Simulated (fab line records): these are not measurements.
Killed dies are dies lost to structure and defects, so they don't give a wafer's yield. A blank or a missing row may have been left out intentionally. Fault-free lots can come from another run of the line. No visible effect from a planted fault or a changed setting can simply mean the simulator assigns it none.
Chamber matching :: flow gf180mcu :: GF_STI_WET_ETCH_27 on wet_bench-01 has 4 sister chambers
The step etches Si3N4 in H3PO4, target depth 160 nm, time 1825 s. 16 wafers are shown with their chamber, then 8 later ones without.

## EACH WAFER AND ITS CHAMBER
wafer: L565.1
chamber: 2
run_length_s (s): 1852

wafer: L565.5
chamber: 2
run_length_s (s): 1852

wafer: L565.6
chamber: 2
run_length_s (s): 1852

wafer: L566.2
chamber: 2
run_length_s (s): 1851

wafer: L566.5
chamber: 2
run_length_s (s): 1851

wafer: L566.6
chamber: 2
run_length_s (s): 1851

wafer: L567.3
chamber: 1
run_length_s (s): 1851

wafer: L567.4
chamber: 1
run_length_s (s): 1851

wafer: L567.6
chamber: 1
run_length_s (s): 1851

wafer: L568.1
chamber: 2
run_length_s (s): 1851

wafer: L568.3
chamber: 2
run_length_s (s): 1851

wafer: L568.5
chamber: 2
run_length_s (s): 1851

wafer: L571.1
chamber: 3
run_length_s (s): 1860

wafer: L571.4
chamber: 3
run_length_s (s): 1860

wafer: L571.6
chamber: 3
run_length_s (s): 1860

wafer: L576.2
chamber: 0
run_length_s (s): 1850

SIGNATURES (means of the wafers above)
reading: run_length_s
chamber 0: 1850.00
chamber 1: 1851.00
chamber 2: 1851.33
chamber 3: 1860.00
scatter within a chamber: 0.408
Rule: a wafer's distance from a chamber is the root of the sum, over the readings, of the square of ((its reading less the chamber's mean) divided by the reading's scatter). If the next closest chamber is less than 2 further off than the closest, the wafer can't be placed; otherwise it belongs to the closest. The scatter: take each reading less its chamber's mean, square it, sum over the shown wafers, divide by the number of wafers less the number of chambers, and take the root.

## WAFERS WITH NO CHAMBER GIVEN
wafer: L576.3
run_length_s (s): 1850

wafer: L576.6
run_length_s (s): 1850

wafer: L577.2
run_length_s (s): 1851

wafer: L577.3
run_length_s (s): 1851

wafer: L577.6
run_length_s (s): 1851

wafer: L578.2
run_length_s (s): 1859

wafer: L578.4
run_length_s (s): 1859

wafer: L578.6
run_length_s (s): 1859

## WHICH CHAMBER EACH WENT THROUGH
wafer: L576.3
from the rows above: 0
in truth: 0

wafer: L576.6
from the rows above: 0
in truth: 0

wafer: L577.2
from the rows above: can't be placed: 1 or 2
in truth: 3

wafer: L577.3
from the rows above: can't be placed: 1 or 2
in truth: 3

wafer: L577.6
from the rows above: can't be placed: 1 or 2
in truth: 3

wafer: L578.2
from the rows above: 3
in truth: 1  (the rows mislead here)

wafer: L578.4
from the rows above: 3
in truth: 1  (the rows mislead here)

wafer: L578.6
from the rows above: 3
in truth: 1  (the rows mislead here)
Correct placement for 2 of the 8. These rows do not allow placing 3 (true chamber among the candidates in 0). Number placed wrongly: 3.
